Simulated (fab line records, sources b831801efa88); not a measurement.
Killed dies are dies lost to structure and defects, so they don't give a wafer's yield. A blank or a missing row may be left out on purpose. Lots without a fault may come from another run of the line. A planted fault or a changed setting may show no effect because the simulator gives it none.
Chamber matching | flow gf180mcu | GF_V5_CMP_26 on cmp-02: 4 sister chambers
The step polishes, stops on SiO2, t overpolish 15 s, target thk 0 nm. 22 wafers are shown with their chamber, then 11 later ones without.

WAFERS WITH THEIR CHAMBER
wafer  | chamber | motor_current_A (A) | retaining_ring_pressure_frac | overpolish_run_s (s)
L660.3 | 1       | 10.2                | 0.988                        | 15.005
L660.5 | 1       | 9.8                 | 0.991                        | 15.012
L660.6 | 2       | 10.3                | 1.005                        | 14.998
L663.1 | 2       | 9.8                 | 0.999                        | 15.007
L663.2 | 1       | 10.7                | 0.997                        | 14.992
L663.3 | 0       | 11.5                | 0.992                        | 15.008
L664.2 | 0       | 11.3                | 1.000                        | 15.012
L664.4 | 3       | 11.1                | 0.996                        | 15.005
L664.5 | 3       | 11.4                | 0.992                        | 15.005
L665.1 | 3       | 11.9                | 0.991                        | 15.002
L665.2 | 1       | 10.4                | 0.985                        | 15.000
L665.3 | 2       | 9.8                 | 1.002                        | 14.999
L671.1 | 2       | 10.4                | 1.011                        | 15.014
L671.2 | 1       | 9.8                 | 0.995                        | 14.990
L671.5 | 1       | 9.9                 | 1.003                        | 14.983
L672.3 | 3       | 11.6                | 1.001                        | 15.004
L672.5 | 3       | 11.2                | 1.000                        | 14.994
L672.6 | 2       | 9.8                 | 1.004                        | 15.008
L675.1 | 3       | 11.3                | 1.005                        | 15.017
L675.5 | 1       | 9.9                 | 0.990                        | 15.006
L675.6 | 0       | 11.6                | 1.001                        | 15.002
L678.2 | 3       | 11.6                | 1.000                        | 15.005

SIGNATURES (means of the wafers above)
reading                      | chamber 0 | chamber 1 | chamber 2 | chamber 3 | scatter within a chamber
motor_current_A              | 11.467    | 10.100    | 10.020    | 11.443    | 0.297
retaining_ring_pressure_frac | 0.99767   | 0.99271   | 1.00420   | 0.99786   | 0.00529
overpolish_run_s             | 15.00733  | 14.99829  | 15.00520  | 15.00457  | 0.00796
Rule: a wafer's distance from a chamber is the root of the sum, over the readings, of the square of ((its reading less the chamber's mean) divided by the reading's scatter). The wafer belongs to the nearest chamber; if the next one is less than 2 further off, it can't be placed. The scatter: the root of (the sum of the squares of (reading less its chamber's mean) over the shown wafers, divided by (wafers less chambers)).

WAFERS WITHOUT THEIR CHAMBER
wafer  | motor_current_A (A) | retaining_ring_pressure_frac | overpolish_run_s (s)
L678.4 | 10.6                | 0.998                        | 15.003
L678.6 | 10.5                | 1.001                        | 15.012
L679.1 | 10.3                | 1.004                        | 15.010
L679.4 | 11.2                | 1.004                        | 14.999
L679.5 | 11.5                | 0.995                        | 15.010
L681.1 | 10.2                | 1.008                        | 15.001
L681.4 | 11.1                | 1.004                        | 14.993
L681.6 | 10.3                | 1.003                        | 15.003
L682.3 | 11.3                | 0.996                        | 15.000
L682.4 | 9.5                 | 1.000                        | 15.003
L682.5 | 10.4                | 0.994                        | 15.011

WHICH CHAMBER EACH WENT THROUGH
wafer  | from the rows above               | in truth
L678.4 | can't be placed: 1 or 2 or 3 or 0 | 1
L678.6 | can't be placed: 2 or 1 or 3 or 0 | 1
L679.1 | can't be placed: 2 or 1           | 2
L679.4 | can't be placed: 3 or 0           | 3
L679.5 | can't be placed: 0 or 3           | 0
L681.1 | can't be placed: 2 or 1           | 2
L681.4 | can't be placed: 3 or 0 or 2 or 1 | 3
L681.6 | can't be placed: 2 or 1           | 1
L682.3 | can't be placed: 3 or 0           | 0
L682.4 | can't be placed: 2 or 1           | 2
L682.5 | can't be placed: 1 or 2 or 3 or 0 | 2
Placed correctly: 0 of 11. Can't be placed from these rows: 11 (the true chamber is among the candidates in 11). Placed wrongly: 0.
